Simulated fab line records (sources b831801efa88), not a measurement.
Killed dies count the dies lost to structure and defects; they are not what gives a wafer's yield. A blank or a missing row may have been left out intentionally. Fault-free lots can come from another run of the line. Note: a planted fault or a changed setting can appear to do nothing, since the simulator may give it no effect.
fab line records	flow sky130
record: lots: 6	wafers: 18	last-day: 50
route steps=708 shown SD_P@327 RES_XHIGH@332 SD_N@342 SALICIDE@361 PAD_OPEN@708
lots untouched by any fault: they come from a run of this same line in which no faults occurred
start-h: hours from the record's opening day to when the first of the lot's shown wafers began	wait-h: time in hours since the lot's previous step	" repeats the value in the row above	L1.1+2: several wafers, shown together as one row	- no value, or no start was given	* or withheld: withheld	< > ~ a bound
route shown NAME@n: NAME is a module with steps in the file, n the number in the route of the first one	usual: mean/standard deviation of fault-free wafers	same: alike in all rows	chamber/n: place in a boat	sites: readings site by site	_std_site: how widely they spread, as a standard deviation	_edge_site: inner sites' mean taken away from outer sites' mean	radius-mm: how far each site lies from the wafer's centre	mask NAME#n: copy n	behind: tool/chamber where the wafer was last shaped	hold: the reason the lot was held/the length of the hold in hours/how it ended	device: whichever transistor did not switch (one of n, p or np)	end of line: the route-end tests of the same wafers	a step given without rows: its recipe and nothing more	killed: dies lost to structure and defects at the first sort, not the wafer's yield	map: the dies of a wafer, with x for killed, . for not killed, _ for no die there
set.NAME: setting as actually run; set.NAME@STEP: the setting as run at that earlier step	model.NAME: the simulator's own value behind a step, which no gauge read
lots at some steps of the route; a table a step, a row a wafer
services: the hour from which a tool's chamber was out of use, counted from the record's first day as start-h (under 0 if before that day), plus the number of hours and why
== steps ==
step: SKY_SD_P_CD_MEAS_07
recipe: target-cd-nm: 380
usual: cd-nm: 379/3
lot.wafer	tool	chamber	start-h	wait-h	cd-nm
L530.2	cd-sem-02	-	598.75	0.1	381
L530.3	"	-	"	"	380
L530.4	"	-	"	"	379
L536.2	cd-sem-02	-	662.69	0.2	384
L536.4	"	-	"	"	381
L536.6	"	-	"	"	379
L540.2	cd-sem-01	-	688.71	0.1	378
L540.4	"	-	"	"	377
L540.6	"	-	"	"	377
L543.1	cd-sem-02	-	712.87	0.1	378
L543.2	"	-	"	"	380
L543.5	"	-	"	"	380
L542.1	cd-sem-02	-	715.87	0.1	380
L542.3	"	-	"	"	379
L542.4	"	-	"	"	379
L552.2	cd-sem-01	-	768.91	0.1	386
L552.3	"	-	"	"	388
L552.5	"	-	"	"	389
step: SKY_SD_P_OVL_MEAS_08
usual: SD_P_OVL: -0.1/1.3
lot.wafer	tool	chamber	start-h	wait-h	SD_P_OVL[nm]
L530.2	overlay-02	-	598.85	0.1	0.1
L530.3	"	-	"	"	0.5
L530.4	"	-	"	"	-0.2
L536.2	overlay-01	-	662.80	0.1	-1.2
L536.4	"	-	"	"	-0.5
L536.6	"	-	"	"	-1.5
L540.2	overlay-01	-	688.82	0.1	-0.6
L540.4	"	-	"	"	-1.4
L540.6	"	-	"	"	-0.4
L543.1	overlay-01	-	712.99	0.1	-0.1
L543.2	"	-	"	"	-1.0
L543.5	"	-	"	"	-0.7
L542.1	overlay-01	-	715.99	0.1	0.8
L542.3	"	-	"	"	1.1
L542.4	"	-	"	"	0.6
L552.2	overlay-02	-	769.02	0.1	0.5
L552.3	"	-	"	"	0.1
L552.5	"	-	"	"	-1.0
step: SKY_SD_P_IMPLANT_09
recipe: species: BF2	energy-kev: 20	dose-cm2: 3e+15	tilt-deg: 0
step: SKY_SD_P_STRIP_10
recipe: chemistry: O2/N2	power-w: 1400	pressure-mtorr: 1500	platen-temp-c: withheld	o2-flow-sccm: 3000	n2-flow-sccm: 300	overash-fraction: 0.5
usual: drypump-motor-current-A: 5.7/0.41	oes-product-au: 0.617/0.0036	strip-time-to-endpoint-s: 17.49/0.042
same: overash-fraction: 0.5
lot.wafer	tool	chamber	start-h	wait-h	drypump-motor-current-A	oes-product-au	rf-hours-counter-h	strip-time-to-endpoint-s
L530.2	plasma-asher-04	1	599.18	0.2	5.4	0.613	42	17.47
L530.3	"	0	"	"	6.6	0.617	-	17.46
L530.4	"	1	"	"	5.4	0.619	-	17.48
L536.2	plasma-asher-02	0	662.98	0.1	5.4	0.615	97	17.45
L536.4	"	1	"	"	5.5	0.612	-	17.51
L536.6	"	1	"	"	5.5	0.618	-	17.50
L540.2	plasma-asher-02	0	689.00	0.1	5.3	0.621	100	17.50
L540.4	"	1	"	"	5.5	0.622	-	17.52
L540.6	"	1	"	"	5.5	0.620	-	17.56
L543.1	plasma-asher-02	0	713.17	0.1	5.4	0.615	102	17.48
L543.2	"	1	"	"	5.5	0.610	102	17.47
L543.5	"	1	"	"	5.5	0.620	-	17.49
L542.1	plasma-asher-01	0	716.17	0.1	5.7	0.617	91	17.47
L542.3	"	1	"	"	5.9	0.613	-	17.52
L542.4	"	0	"	"	5.7	0.621	-	17.48
L552.2	plasma-asher-02	1	769.20	0.1	5.5	0.614	3	17.46
L552.3	"	1	"	"	5.5	0.616	-	17.50
L552.5	"	1	"	"	5.5	0.621	-	17.47
step: SKY_SD_P_TW_MEAS_11
usual: SD_P_TW: 2809/28
lot.wafer	tool	chamber	start-h	wait-h	SD_P_TW
L530.2	film-metro-04	-	599.35	0.1	2837
L530.3	"	-	"	"	2824
L530.4	"	-	"	"	2841
L536.2	film-metro-01	-	663.09	0.1	2773
L536.4	"	-	"	"	2768
L536.6	"	-	"	"	2772
L540.2	film-metro-04	-	689.11	0.1	2835
L540.4	"	-	"	"	2838
L540.6	"	-	"	"	2823
L543.1	film-metro-01	-	713.27	0.1	2779
L543.2	"	-	"	"	2792
L543.5	"	-	"	"	2772
L542.1	film-metro-04	-	716.27	0.1	2850
L542.3	"	-	"	"	2836
L542.4	"	-	"	"	2842
L552.2	film-metro-02	-	769.31	0.1	2810
L552.3	"	-	"	"	2814
L552.5	"	-	"	"	2822
step: SKY_RES_XHIGH_DEHYDRATE_00
recipe: temp-c: 200	time-s: 60
step: SKY_RES_XHIGH_HMDS_01
recipe: prime-time-s: 60	prime-temp-c: 120
step: SKY_RES_XHIGH_COAT_02
recipe: resist: NOVOLAK	spin-rpm: 3000	resist-thk-nm: 1140
step: SKY_RES_XHIGH_SOFTBAKE_03
recipe: temp-c: 90	time-s: 60	resist: NOVOLAK
step: SKY_RES_XHIGH_EXPOSE_04
recipe: mask-id: URPM	na: 0.6	source-shape: conventional	sigma-outer: 0.6	polarization: unpolarized	target-cd-nm: 1270	dose-mj: 140
step: SKY_RES_XHIGH_PEB_05
recipe: temp-c: withheld	time-s: *	resist: NOVOLAK
step: SKY_RES_XHIGH_DEVELOP_06
recipe: resist: NOVOLAK	developer: TMAH	develop-time-s: 60	dev-temp-c: 23
step: SKY_RES_XHIGH_IMPLANT_07
recipe: species: BF2	energy-kev: 20	dose-cm2: 3.6e+14	tilt-deg: 0
usual: tilt-deg: -0.001/0.019
lot.wafer	tool	chamber	start-h	wait-h	tilt-deg
L530.2	implanter-02	0	628.39	0.1	0.030
L530.3	"	0	"	"	0.010
L530.4	"	0	"	"	0.012
L536.2	implanter-01	0	691.54	0.1	0.013
L536.4	"	0	"	"	0.020
L536.6	"	0	"	"	0.010
L540.2	implanter-02	0	717.33	0.1	0.014
L540.4	"	0	"	"	0.041
L540.6	"	0	"	"	-0.024
L543.1	implanter-02	0	739.80	0.1	0.006
L543.2	"	0	"	"	-0.017
L543.5	"	0	"	"	0.003
L542.1	implanter-02	0	743.54	0.1	-0.012
L542.3	"	0	"	"	-0.037
L542.4	"	0	"	"	0.000
L552.2	implanter-01	0	796.09	0.1	-0.001
L552.3	"	0	"	"	0.013
L552.5	"	0	"	"	-0.015
step: SKY_RES_XHIGH_STRIP_08
recipe: chemistry: O2/N2	power-w: 1400	pressure-mtorr: 1500	platen-temp-c: withheld	o2-flow-sccm: 3000	n2-flow-sccm: 300	overash-fraction: 0.5
usual: drypump-motor-current-A: 5.64/0.24	oes-product-au: 0.711/0.0044	strip-time-to-endpoint-s: 14.26/0.042
same: overash-fraction: 0.5
lot.wafer	tool	chamber	start-h	wait-h	drypump-motor-current-A	oes-product-au	rf-hours-counter-h	strip-time-to-endpoint-s
L530.2	plasma-asher-03	0	628.52	0.1	6.04	0.707	19	14.34
L530.3	"	0	"	"	6.01	0.708	-	14.33
L530.4	"	1	"	"	5.64	0.714	-	14.31
L536.2	plasma-asher-02	1	691.67	0.1	5.50	0.706	100	14.26
L536.4	"	0	"	"	5.34	0.710	-	14.27
L536.6	"	1	"	"	5.49	0.713	-	14.25
L540.2	plasma-asher-02	0	717.45	0.1	5.36	0.712	103	14.24
L540.4	"	0	"	"	5.36	0.715	-	14.32
L540.6	"	0	"	"	5.36	0.711	-	14.25
L543.1	plasma-asher-01	0	739.95	0.1	5.74	0.712	94	14.24
L543.2	"	1	"	"	5.90	0.713	94	14.25
L543.5	"	1	"	"	5.87	0.725	-	14.24
L542.1	plasma-asher-02	0	743.69	0.1	5.35	0.709	0	14.24
L542.3	"	0	"	"	5.36	0.712	-	14.24
L542.4	"	1	"	"	5.48	0.717	-	14.31
L552.2	plasma-asher-02	1	796.22	0.1	5.50	0.714	6	14.22
L552.3	"	1	"	"	5.48	0.710	-	14.22
L552.5	"	1	"	"	5.48	0.707	-	14.22
step: SKY_RES_XHIGH_TW_MEAS_09
usual: RES_XHIGH_TW: 1628/19
lot.wafer	tool	chamber	start-h	wait-h	RES_XHIGH_TW
L530.2	film-metro-02	-	628.63	0.1	1627
L530.3	"	-	"	"	1636
L530.4	"	-	"	"	1633
L536.2	film-metro-02	-	691.78	0.1	1643
L536.4	"	-	"	"	1637
L536.6	"	-	"	"	1639
L540.2	film-metro-04	-	717.56	0.1	1652
L540.4	"	-	"	"	1646
L540.6	"	-	"	"	1649
L543.1	film-metro-01	-	740.05	0.1	1586
L543.2	"	-	"	"	1601
L543.5	"	-	"	"	1584
L542.1	film-metro-02	-	743.79	0.1	1621
L542.3	"	-	"	"	1627
L542.4	"	-	"	"	1641
L552.2	film-metro-01	-	796.33	0.1	1595
L552.3	"	-	"	"	1600
L552.5	"	-	"	"	1605
step: SKY_SD_N_DEHYDRATE_00
recipe: temp-c: 200	time-s: 60
step: SKY_SD_N_HMDS_01
recipe: prime-time-s: 60	prime-temp-c: 120
step: SKY_SD_N_COAT_02
recipe: resist: NOVOLAK	spin-rpm: 3000	resist-thk-nm: 1140
step: SKY_SD_N_SOFTBAKE_03
recipe: temp-c: 90	time-s: 60	resist: NOVOLAK
step: SKY_SD_N_EXPOSE_04
recipe: mask-id: NSDM	na: 0.6	source-shape: conventional	sigma-outer: 0.6	polarization: unpolarized	target-cd-nm: 380	dose-mj: 141
step: SKY_SD_N_PEB_05
recipe: temp-c: withheld	time-s: *	resist: NOVOLAK
step: SKY_SD_N_DEVELOP_06
recipe: resist: NOVOLAK	developer: TMAH	develop-time-s: 60	dev-temp-c: 23
step: SKY_SD_N_CD_MEAS_07
recipe: target-cd-nm: 380
usual: cd-nm: 379.8/2.4
lot.wafer	tool	chamber	start-h	wait-h	cd-nm
L530.2	cd-sem-02	-	657.56	0.1	380.5
L530.3	"	-	"	"	376.5
L530.4	"	-	"	"	378.4
L536.2	cd-sem-01	-	720.30	0.1	381.2
L536.4	"	-	"	"	378.3
L536.6	"	-	"	"	381.5
L540.2	cd-sem-02	-	744.27	0.1	380.8
L540.4	"	-	"	"	384.1
L540.6	"	-	"	"	385.3
L543.1	cd-sem-01	-	767.99	0.1	378.7
L543.2	"	-	"	"	378.0
L543.5	"	-	"	"	376.7
L542.1	cd-sem-02	-	771.28	0.1	382.0
L542.3	"	-	"	"	382.3
L542.4	"	-	"	"	383.0
L552.2	cd-sem-01	-	821.95	0.1	381.3
L552.3	"	-	"	"	380.1
L552.5	"	-	"	"	382.1
step: SKY_SD_N_OVL_MEAS_08
usual: SD_N_OVL: 0.3/1.7
lot.wafer	tool	chamber	start-h	wait-h	SD_N_OVL[nm]
L530.2	overlay-02	-	657.67	0.1	1.4
L530.3	"	-	"	"	-0.7
L530.4	"	-	"	"	0.2
L536.2	overlay-01	-	720.40	0.1	2.4
L536.4	"	-	"	"	2.4
L536.6	"	-	"	"	1.6
L540.2	overlay-02	-	744.38	0.1	0.9
L540.4	"	-	"	"	0.8
L540.6	"	-	"	"	2.5
L543.1	overlay-02	-	768.11	0.1	2.3
L543.2	"	-	"	"	1.5
L543.5	"	-	"	"	0.9
L542.1	overlay-01	-	771.40	0.1	1.2
L542.3	"	-	"	"	1.9
L542.4	"	-	"	"	3.1
L552.2	overlay-01	-	822.05	0.1	-0.4
L552.3	"	-	"	"	0.0
L552.5	"	-	"	"	0.2
step: SKY_SD_N_IMPLANT_09
recipe: species: As	energy-kev: 50	dose-cm2: 4e+15	tilt-deg: 0
step: SKY_SD_N_IMPLANT_10
recipe: species: P	energy-kev: 20	dose-cm2: 1e+14	tilt-deg: 0
step: SKY_SD_N_STRIP_11
recipe: chemistry: O2/N2	power-w: 1400	pressure-mtorr: 1500	platen-temp-c: withheld	o2-flow-sccm: 3000	n2-flow-sccm: 300	overash-fraction: 0.5
usual: drypump-motor-current-A: 5.9/0.43	oes-product-au: 0.527/0.0043	strip-time-to-endpoint-s: 22.53/0.037
same: overash-fraction: 0.5
lot.wafer	tool	chamber	start-h	wait-h	drypump-motor-current-A	oes-product-au	rf-hours-counter-h	strip-time-to-endpoint-s
L530.2	plasma-asher-01	1	658.00	0.1	5.9	0.531	85	22.62
L530.3	"	0	"	"	5.7	0.527	-	22.56
L530.4	"	1	"	"	5.9	0.530	-	22.55
L536.2	plasma-asher-04	0	720.73	0.1	6.6	0.529	53	22.53
L536.4	"	1	"	"	5.4	0.531	-	22.56
L536.6	"	1	"	"	5.4	0.526	-	22.53
L540.2	plasma-asher-04	1	744.71	0.1	5.4	0.537	57	22.48
L540.4	"	0	"	"	6.6	0.527	-	22.47
L540.6	"	1	"	"	5.4	0.524	-	22.46
L543.1	plasma-asher-04	0	768.45	0.1	6.6	0.527	60	22.55
L543.2	"	1	"	"	5.4	0.534	60	22.56
L543.5	"	0	"	"	6.6	0.530	-	22.55
L542.1	plasma-asher-04	0	771.73	0.1	6.6	0.529	60	22.45
L542.3	"	0	"	"	6.6	0.526	-	22.47
L542.4	"	1	"	"	5.4	0.521	-	22.48
L552.2	plasma-asher-01	0	822.38	0.1	5.7	0.527	103	22.50
L552.3	"	0	"	"	5.7	0.525	-	22.51
L552.5	"	1	"	"	5.9	0.530	-	22.48
step: SKY_SD_N_TW_MEAS_12
usual: SD_N_TW: 3946/49
lot.wafer	tool	chamber	start-h	wait-h	SD_N_TW
L530.2	film-metro-01	-	658.11	0.1	3925
L530.3	"	-	"	"	3900
L530.4	"	-	"	"	3929
L536.2	film-metro-04	-	720.84	0.1	3967
L536.4	"	-	"	"	3997
L536.6	"	-	"	"	4003
L540.2	film-metro-01	-	744.82	0.1	3872
L540.4	"	-	"	"	3897
L540.6	"	-	"	"	3891
L543.1	film-metro-04	-	768.55	0.1	4015
L543.2	"	-	"	"	4013
L543.5	"	-	"	"	4008
L542.1	film-metro-01	-	771.83	0.1	3901
L542.3	"	-	"	"	3908
L542.4	"	-	"	"	3903
L552.2	film-metro-02	-	822.49	0.1	4009
L552.3	"	-	"	"	4016
L552.5	"	-	"	"	4006
step: SKY_SD_N_CLEAN_13
recipe: chemistry: SC1/SC2	mix: 1:4:20	temp-c: 70	time-s: 150	dry: n2-spin
step: SKY_SD_N_RTA_14
recipe: temp-c: 1075	time-s: 2	idle-temp-c: 650	ramp-up-c-per-s: 150	ramp-down-c-per-s: 90	ambient: N2
usual: chamber-o2-ppm: 2.001/0.022	lamp-power-pct: 15.74/0.05	wafer_temp_C_max: 1078.2/1.5
lot.wafer	tool	chamber	start-h	wait-h	chamber-o2-ppm	lamp-power-pct	wafer_temp_C_max
L530.2	rtp-anneal-01	0	658.22	0.0	2.001	15.72	1080.8
L530.3	"	0	"	"	1.959	15.67	1079.5
L530.4	"	0	"	"	2.011	15.81	1078.2
L536.2	rtp-anneal-01	0	720.95	0.0	1.992	15.70	1076.8
L536.4	"	0	"	"	1.961	15.69	1078.5
L536.6	"	0	"	"	1.968	15.85	1075.9
L540.2	rtp-anneal-01	0	744.93	0.0	2.030	15.76	1077.5
L540.4	"	0	"	"	2.019	15.71	1078.7
L540.6	"	0	"	"	2.021	15.79	1078.0
L543.1	rtp-anneal-02	0	768.66	0.0	2.004	15.71	1078.7
L543.2	"	0	"	"	2.000	15.78	1077.8
L543.5	"	0	"	"	2.011	15.71	1078.1
L542.1	rtp-anneal-01	0	771.95	0.0	1.977	15.74	1079.3
L542.3	"	0	"	"	2.004	15.69	1078.7
L542.4	"	0	"	"	2.002	15.72	1080.5
L552.2	rtp-anneal-01	0	822.60	0.0	2.010	15.75	1078.5
L552.3	"	0	"	"	2.019	15.79	1078.3
L552.5	"	0	"	"	2.021	15.79	1079.9
step: SKY_SD_N_RS_MEAS_16
recipe: thk-meas-gauge: four-point-probe
usual: SD_N_RS: 68.55/0.12
lot.wafer	tool	chamber	start-h	wait-h	SD_N_RS[ohm/sq]
L530.2	film-metro-01	-	658.40	0.1	68.60
L530.3	"	-	"	"	68.46
L530.4	"	-	"	"	68.73
L536.2	film-metro-02	-	721.14	0.1	68.43
L536.4	"	-	"	"	68.41
L536.6	"	-	"	"	68.46
L540.2	film-metro-04	-	745.11	0.1	68.51
L540.4	"	-	"	"	68.36
L540.6	"	-	"	"	68.63
L543.1	film-metro-01	-	768.83	0.1	68.42
L543.2	"	-	"	"	68.58
L543.5	"	-	"	"	68.49
L542.1	film-metro-02	-	772.12	0.1	68.35
L542.3	"	-	"	"	68.33
L542.4	"	-	"	"	68.64
L552.2	film-metro-04	-	822.79	0.1	68.57
L552.3	"	-	"	"	68.68
L552.5	"	-	"	"	68.65
step: SKY_SD_N_RS_MEAS_17
recipe: thk-meas-gauge: four-point-probe
usual: SD_P_RS: 147.1/0.45
lot.wafer	tool	chamber	start-h	wait-h	SD_P_RS[ohm/sq]
L530.2	film-metro-01	-	658.52	0.1	147.6
L530.3	"	-	"	"	147.3
L530.4	"	-	"	"	146.9
L536.2	film-metro-02	-	721.26	0.1	146.5
L536.4	"	-	"	"	146.8
L536.6	"	-	"	"	146.8
L540.2	film-metro-04	-	745.23	0.1	146.2
L540.4	"	-	"	"	146.4
L540.6	"	-	"	"	147.1
L543.1	film-metro-01	-	768.95	0.1	146.8
L543.2	"	-	"	"	146.9
L543.5	"	-	"	"	146.5
L542.1	film-metro-02	-	772.24	0.1	146.4
L542.3	"	-	"	"	146.3
L542.4	"	-	"	"	147.0
L552.2	film-metro-04	-	822.91	0.1	147.0
L552.3	"	-	"	"	147.3
L552.5	"	-	"	"	147.3
step: SKY_SD_N_RS_MEAS_18
recipe: thk-meas-gauge: four-point-probe
usual: RES_XHIGH_RS: 333.2/1.1
lot.wafer	tool	chamber	start-h	wait-h	RES_XHIGH_RS[ohm/sq]
L530.2	film-metro-01	-	658.64	0.1	334.5
L530.3	"	-	"	"	334.3
L530.4	"	-	"	"	334.6
L536.2	film-metro-02	-	721.38	0.1	330.3
L536.4	"	-	"	"	332.0
L536.6	"	-	"	"	331.3
L540.2	film-metro-04	-	745.35	0.1	333.6
L540.4	"	-	"	"	335.0
L540.6	"	-	"	"	333.7
L543.1	film-metro-01	-	769.07	0.1	340.9
L543.2	"	-	"	"	334.6
L543.5	"	-	"	"	339.5
L542.1	film-metro-02	-	772.36	0.1	338.9
L542.3	"	-	"	"	334.2
L542.4	"	-	"	"	333.0
L552.2	film-metro-04	-	823.03	0.1	333.4
L552.3	"	-	"	"	333.7
L552.5	"	-	"	"	333.8
step: SKY_SALICIDE_CLEAN_00
recipe: chemistry: HF-last	time-s: 30	dilution: 100:1	dry: ipa-marangoni
step: SKY_PAD_OPEN_PROBE_99
usual: killed_at_M0_to_M3: 44/7.7	killed_at_M4_up: 3.0/1.9	killed-at-contacts: 25/5.6	killed-at-front-end: 15/4.6	killed-at-other: 0.3/0.47	killed-dies: 86/9.9	killed-open: 47/7.4	killed-short: 39/5.9
same: gross-dies: 492	killed-at-back-side: 0
lot.wafer	tool	chamber	start-h	wait-h	killed_at_M0_to_M3	killed_at_M4_up	killed-at-contacts	killed-at-front-end	killed-at-other	killed-dies	killed-open	killed-short	model.etest.res-xhigh-po.rs-ohm-sq-range
L530.2	prober-02	-	1086.95	0.1	32	1	25	20	0	78	50	28	57.13
L530.3	prober-02	-	1087.00	0.2	43	4	21	10	0	78	42	36	35.96
L530.4	prober-02	-	1087.05	0.2	50	4	29	14	0	97	51	46	44.11
L536.2	prober-02	-	1133.10	0.1	35	7	32	9	0	83	41	42	65.28
L536.4	prober-02	-	1133.20	0.2	40	3	18	6	0	67	34	33	53.38
L536.6	prober-02	-	1133.30	0.2	36	1	27	13	1	78	42	36	65.92
L540.2	prober-02	-	1146.61	0.1	40	4	30	17	0	91	47	44	114.9
L540.4	prober-02	-	1146.71	0.2	45	1	21	24	2	93	46	47	85.25
L540.6	prober-02	-	1146.81	0.2	31	5	35	17	0	88	57	31	81.36
L543.1	prober-02	-	1165.64	0.1	47	6	21	19	0	93	45	48	433.8
L543.2	prober-02	-	1165.69	0.1	37	4	28	17	0	86	54	32	156.8
L543.5	prober-02	-	1165.84	0.2	45	5	36	10	0	96	62	34	396.4
L542.1	prober-02	-	1165.98	0.1	46	1	24	14	1	86	49	37	346.7
L542.3	prober-02	-	1166.08	0.2	44	3	18	19	1	85	48	37	69.33
L542.4	prober-02	-	1166.13	0.2	58	4	22	12	0	96	48	48	42.01
L552.2	prober-01	-	1197.62	0.1	39	4	26	18	0	87	43	44	150.7
L552.3	prober-01	-	1197.67	0.2	46	1	16	20	1	84	41	43	144.9
L552.5	prober-01	-	1197.77	0.2	37	3	16	19	0	75	39	36	146.5
killed by level:class
L530.2 CONTACT:geometric-particle:open=12 LI_CONTACT:geometric-particle:open=7 FIELD_ISO:geometric-particle:open=6 VIA1:geometric-particle:short=6 VIA2:geometric-particle:open=5 VIA3:geometric-particle:open=5 POLY_CUT:geometric-particle:open=4 LOCAL_INTERCONNECT:geometric-particle:short=4
L530.3 VIA1:geometric-particle:open=11 CONTACT:geometric-particle:open=10 METAL1:geometric-particle:short=6 VIA3:geometric-particle:open=6 VIA3:geometric-particle:short=5 LI_CONTACT:geometric-particle:open=4 FIELD_ISO:geometric-particle:open=3 POLY_GATE:geometric-particle:short=3
L530.4 CONTACT:geometric-particle:open=12 VIA1:geometric-particle:open=12 METAL1:geometric-particle:short=10 POLY_GATE:geometric-particle:open=7 LI_CONTACT:geometric-particle:open=6 METAL2:geometric-particle:short=6 CONTACT:geometric-particle:short=5 VIA1:geometric-particle:short=5
L536.2 LI_CONTACT:geometric-particle:open=10 LOCAL_INTERCONNECT:geometric-particle:short=9 CONTACT:geometric-particle:short=7 VIA1:geometric-particle:open=6 VIA3:geometric-particle:open=6 METAL4:geometric-particle:short=5 VIA1:geometric-particle:short=4 POLY_GATE:geometric-particle:short=3
L536.4 CONTACT:geometric-particle:open=10 VIA2:geometric-particle:open=8 METAL2:geometric-particle:short=8 VIA1:geometric-particle:open=6 METAL1:geometric-particle:short=4 VIA1:geometric-particle:short=4 VIA2:geometric-particle:short=4 LOCAL_INTERCONNECT:geometric-particle:short=3
L536.6 LI_CONTACT:geometric-particle:open=9 CONTACT:geometric-particle:open=9 METAL1:geometric-particle:short=6 VIA2:geometric-particle:open=6 FIELD_ISO:geometric-particle:short=5 VIA3:geometric-particle:open=5 LOCAL_INTERCONNECT:geometric-particle:short=4 VIA1:geometric-particle:short=4
L540.2 CONTACT:geometric-particle:open=15 CONTACT:geometric-particle:short=10 VIA1:geometric-particle:open=9 VIA3:geometric-particle:open=6 POLY_GATE:geometric-particle:short=5 VIA1:geometric-particle:short=5 METAL2:geometric-particle:short=5 FIELD_ISO:geometric-particle:open=4
L540.4 VIA1:geometric-particle:open=12 POLY_GATE:geometric-particle:open=9 POLY_GATE:geometric-particle:short=7 VIA1:geometric-particle:short=6 CONTACT:geometric-particle:short=5 METAL3:geometric-particle:short=5 LOCAL_INTERCONNECT:geometric-particle:short=5 VIA3:geometric-particle:open=5
L540.6 VIA1:geometric-particle:open=11 LI_CONTACT:geometric-particle:open=10 CONTACT:geometric-particle:open=10 CONTACT:geometric-particle:short=9 VIA2:geometric-particle:open=7 POLY_GATE:geometric-particle:open=5 POLY_GATE:geometric-particle:short=4 SPACER:geometric-particle:open=3
L543.1 VIA1:geometric-particle:open=12 FIELD_ISO:geometric-particle:short=9 CONTACT:geometric-particle:open=9 VIA2:geometric-particle:open=9 METAL1:geometric-particle:short=6 VIA1:geometric-particle:short=5 LI_CONTACT:geometric-particle:open=4 LOCAL_INTERCONNECT:geometric-particle:short=4
L543.2 CONTACT:geometric-particle:open=12 VIA1:geometric-particle:open=9 VIA2:geometric-particle:open=8 LI_CONTACT:geometric-particle:open=7 VIA3:geometric-particle:open=6 METAL2:geometric-particle:short=5 FIELD_ISO:geometric-particle:short=4 POLY_GATE:geometric-particle:open=4
L543.5 CONTACT:geometric-particle:open=13 LI_CONTACT:geometric-particle:open=12 VIA1:geometric-particle:open=9 VIA2:geometric-particle:open=9 VIA3:geometric-particle:open=9 METAL1:geometric-particle:short=6 LOCAL_INTERCONNECT:geometric-particle:short=4 VIA3:geometric-particle:short=4
L542.1 VIA1:geometric-particle:open=11 CONTACT:geometric-particle:open=11 METAL1:geometric-particle:short=7 METAL2:geometric-particle:short=7 LI_CONTACT:geometric-particle:open=6 VIA3:geometric-particle:open=6 FIELD_ISO:geometric-particle:short=5 METAL1:geometric-particle:open=4
L542.3 VIA3:geometric-particle:open=8 VIA1:geometric-particle:open=8 METAL2:geometric-particle:short=7 CONTACT:geometric-particle:open=6 POLY_GATE:geometric-particle:open=5 LI_CONTACT:geometric-particle:open=5 VIA2:geometric-particle:open=5 FIELD_ISO:geometric-particle:open=4
L542.4 VIA1:geometric-particle:open=14 METAL1:geometric-particle:short=12 VIA3:geometric-particle:open=8 LOCAL_INTERCONNECT:geometric-particle:short=7 VIA2:geometric-particle:open=7 CONTACT:geometric-particle:open=6 VIA1:geometric-particle:short=5 FIELD_ISO:geometric-particle:open=4
L552.2 VIA1:geometric-particle:open=11 LI_CONTACT:geometric-particle:open=9 FIELD_ISO:geometric-particle:short=8 CONTACT:geometric-particle:open=6 VIA1:geometric-particle:short=6 POLY_GATE:geometric-particle:open=5 VIA3:geometric-particle:open=5 LI_CONTACT:geometric-particle:short=5
L552.3 VIA1:geometric-particle:open=12 POLY_GATE:geometric-particle:short=7 VIA3:geometric-particle:open=7 FIELD_ISO:geometric-particle:short=5 CONTACT:geometric-particle:open=5 VIA2:geometric-particle:open=5 LI_CONTACT:geometric-particle:short=4 VIA1:geometric-particle:short=4
L552.5 METAL2:geometric-particle:short=7 VIA2:geometric-particle:open=7 LI_CONTACT:geometric-particle:open=6 POLY_GATE:geometric-particle:open=5 POLY_GATE:geometric-particle:short=5 VIA1:geometric-particle:open=5 VIA3:geometric-particle:open=5 CONTACT:geometric-particle:open=4
== services ==
tool	chamber	start-h	hours	kind
rtp-anneal-01	-	586.24	5.1	pm
plasma-asher-01	-	608.61	1.0	repair
plasma-asher-02	-	657.29	1.4	repair
implanter-01	-	666.48	1.6	repair
plasma-asher-04	-	688.12	7.9	repair
plasma-asher-03	-	714.82	41.4	repair
plasma-asher-02	-	733.75	9.0	pm
plasma-asher-02	0	733.75	9.0	vent-cycle
plasma-asher-02	1	733.75	9.0	vent-cycle
plasma-asher-02	0	742.75	-	clean
plasma-asher-02	1	742.75	-	clean
plasma-asher-01	-	796.90	1.2	repair
rtp-anneal-02	-	798.85	61.0	pm
== key ==
first-sign: step: SKY_SD_N_RS_MEAS_18	reading: RES_XHIGH_RS	direction: up	sigmas: 5.9	usual: 333.2	struck: 339.8
effect none on later readings
model-effect: step: SKY_PAD_OPEN_PROBE_99	value: etest.res-xhigh-po.rs-ohm-sq-range	without: 125.5	struck: 392.3
met-at SKY_RES_XHIGH_IMPLANT_07
struck-wafers L542.1,L543.1,L543.5
tester-left-out L542,L543
onset-between 717.33 739.80
fault: kind: process-parameter-drift	tool: implanter-02	chamber: -	onset-h: 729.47	steps: SKY_RES_XHIGH_IMPLANT_07	channel: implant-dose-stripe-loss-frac	offset: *	shape: step	end-h: 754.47	scope: struck-wafers-only
tester-left-out: of these lots the tester's yield and bins aren't shown, on N5 and GAA mostly nor the transistor test; their killed dies are dies lost to structure and defects alone, not to doping, threshold or leakage, so they don't give the yield
